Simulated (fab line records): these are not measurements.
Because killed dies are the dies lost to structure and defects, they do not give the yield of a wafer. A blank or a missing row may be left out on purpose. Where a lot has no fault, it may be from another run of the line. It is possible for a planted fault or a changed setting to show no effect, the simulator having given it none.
Matching of chambers ; flow gf180mcu ; GF_V3_ETCH_16 on rieDiel-04 has 4 sister chambers
The step etches BARC in N2/H2. 18 wafers are shown with their chamber, then 9 later ones without.

== WAFERS PAIRED WITH THEIR CHAMBERS ==
wafer;chamber;drypumpMotorCurrentA (A);throttleValvePct (%);oesProductAu (a.u.)
L076.2;1;5.8;13.222;0.850
L076.3;0;5.4;13.236;0.862
L076.5;0;5.4;13.233;0.859
L078.1;2;6.2;13.231;0.850
L078.2;0;5.4;13.223;0.850
L078.4;3;5.8;13.230;0.851
L079.2;0;5.4;13.227;0.856
L079.4;3;5.8;13.244;0.860
L079.6;1;5.7;13.208;0.855
L083.1;3;5.8;13.223;0.850
L083.2;1;5.8;13.215;0.857
L083.5;1;5.8;13.215;0.843
L086.3;2;6.2;13.229;0.853
L086.4;3;5.8;13.230;0.854
L086.5;0;5.4;13.234;0.859
L090.2;1;5.7;13.209;0.850
L090.4;0;5.4;13.225;0.862
L090.5;2;6.2;13.217;0.850

SIGNATURES (averages over the wafers above)
reading;chamber 0;chamber 1;chamber 2;chamber 3;scatter within a chamber
drypumpMotorCurrentA;5.400;5.760;6.200;5.800;0.0293
throttleValvePct;13.22967;13.21380;13.22567;13.23175;0.00664
oesProductAu;0.85800;0.85100;0.85100;0.85375;0.00453
Rule: a wafer lies at a distance from a chamber equal to the root of the sum of squares, over the readings, of (its reading less the chamber's mean, divided by the reading's scatter). If the next closest chamber is less than 2 further off than the closest, the wafer can't be placed; otherwise it belongs to the closest. How the scatter is found: for the shown wafers, subtract from each reading the mean of its chamber, square and add these, divide the total by (wafers less chambers), then take the root.

== WAFERS WITHOUT THEIR CHAMBER ==
wafer;drypumpMotorCurrentA (A);throttleValvePct (%);oesProductAu (a.u.)
L093.1;5.7;13.221;0.857
L093.2;5.4;13.232;0.853
L093.3;6.2;13.225;0.850
L094.3;5.7;13.221;0.849
L094.5;6.2;13.220;0.851
L094.6;5.8;13.234;0.863
L097.1;5.7;13.239;0.864
L097.3;5.4;13.232;0.858
L097.5;5.8;13.227;0.854

== WHICH CHAMBER EACH WENT THROUGH ==
wafer;from the rows above;in truth
L093.1;can't be placed: 1 or 3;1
L093.2;0;0
L093.3;2;2
L094.3;can't be placed: 1 or 3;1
L094.5;2;2
L094.6;3;3
L097.1;can't be placed: 3 or 1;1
L097.3;0;0
L097.5;can't be placed: 3 or 1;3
Correctly placed: 5 of 9. Unplaceable from these rows: 4, with the true chamber sitting among the candidates in 4. 0 placed wrongly.
